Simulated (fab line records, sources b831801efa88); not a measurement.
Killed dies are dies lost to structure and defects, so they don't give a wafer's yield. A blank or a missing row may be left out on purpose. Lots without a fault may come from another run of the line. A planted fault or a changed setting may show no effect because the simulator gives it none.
Chamber matching | flow sky130 | SKY_VIA4_CMP_21 on cmp-02: 4 sister chambers
The step polishes, stops on SiO2, t overpolish 25 s, target thk 0 nm. 30 wafers are shown with their chamber, then 12 later ones without.

WAFERS WITH THEIR CHAMBER
wafer  | chamber | motor_current_A (A) | time_to_endpoint_s (s) | overpolish_run_s (s)
L075.1 | 2       | 12.0                | 124                    | 25.002
L075.3 | 0       | 10.8                | 118                    | 24.998
L075.6 | 3       | 10.7                | 119                    | 24.995
L076.1 | 3       | 11.1                | 122                    | 25.013
L076.3 | 1       | 9.7                 | 121                    | 24.995
L076.6 | 0       | 11.3                | 117                    | 25.011
L078.2 | 3       | 10.5                | 121                    | 24.998
L078.4 | 0       | 11.7                | 121                    | 25.008
L078.5 | 1       | 9.7                 | 124                    | 24.980
L080.1 | 1       | 9.6                 | 123                    | 25.000
L080.2 | 2       | 11.9                | 118                    | 24.999
L080.6 | 3       | 11.1                | 117                    | 24.992
L081.2 | 1       | 9.4                 | 125                    | 24.990
L081.4 | 0       | 11.2                | 120                    | 25.007
L081.6 | 1       | 9.5                 | 124                    | 24.992
L083.2 | 1       | 10.2                | 119                    | 24.999
L083.4 | 2       | 12.5                | 122                    | 25.003
L083.5 | 2       | 12.4                | 121                    | 25.006
L085.1 | 1       | 10.0                | 130                    | 25.005
L085.2 | 0       | 12.0                | 122                    | 24.997
L085.4 | 3       | 10.4                | 122                    | 25.002
L086.2 | 0       | 10.8                | 115                    | 25.012
L086.4 | 2       | 12.3                | 117                    | 25.001
L086.5 | 2       | 12.2                | 119                    | 25.004
L089.1 | 0       | 10.6                | 122                    | 24.983
L089.2 | 1       | 10.1                | 123                    | 24.998
L089.5 | 3       | 10.4                | 122                    | 25.004
L091.1 | 3       | 10.8                | 122                    | 24.996
L091.3 | 2       | 12.2                | 125                    | 25.008
L091.6 | 3       | 10.6                | 120                    | 25.002

SIGNATURES (means of the wafers above)
reading            | chamber 0 | chamber 1 | chamber 2 | chamber 3 | scatter within a chamber
motor_current_A    | 11.200    | 9.775     | 12.214    | 10.700    | 0.34
time_to_endpoint_s | 119.29    | 123.62    | 120.86    | 120.62    | 2.73
overpolish_run_s   | 25.00229  | 24.99488  | 25.00329  | 25.00025  | 0.00736
Rule: a wafer's distance from a chamber is the root of the sum, over the readings, of the square of ((its reading less the chamber's mean) divided by the reading's scatter). The wafer belongs to the nearest chamber; if the next one is less than 2 further off, it can't be placed. The scatter: the root of (the sum of the squares of (reading less its chamber's mean) over the shown wafers, divided by (wafers less chambers)).

WAFERS WITHOUT THEIR CHAMBER
wafer  | motor_current_A (A) | time_to_endpoint_s (s) | overpolish_run_s (s)
L092.2 | 12.2                | 120                    | 25.008
L092.4 | 11.0                | 126                    | 25.008
L092.6 | 9.7                 | 128                    | 24.998
L093.2 | 11.7                | 122                    | 25.016
L093.4 | 10.6                | 126                    | 25.004
L093.6 | 12.2                | 122                    | 24.996
L096.2 | 9.7                 | 131                    | 25.009
L096.4 | 10.7                | 124                    | 25.005
L096.6 | 10.3                | 121                    | 25.002
L097.2 | 10.9                | 125                    | 25.018
L097.3 | 12.1                | 123                    | 24.995
L097.5 | 9.4                 | 129                    | 24.991

WHICH CHAMBER EACH WENT THROUGH
wafer  | from the rows above               | in truth
L092.2 | 2                                 | 2
L092.4 | can't be placed: 3 or 0 or 2 or 1 | 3
L092.6 | 1                                 | 1
L093.2 | can't be placed: 2 or 0 or 3      | 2
L093.4 | can't be placed: 3 or 1 or 0      | 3
L093.6 | 2                                 | 2
L096.2 | can't be placed: 1 or 3           | 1
L096.4 | can't be placed: 3 or 0 or 1      | 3
L096.6 | can't be placed: 3 or 1 or 0      | 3
L097.2 | can't be placed: 3 or 0 or 1 or 2 | 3
L097.3 | can't be placed: 2 or 0           | 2
L097.5 | 1                                 | 1
Placed correctly: 4 of 12. Can't be placed from these rows: 8 (the true chamber is among the candidates in 8). Placed wrongly: 0.
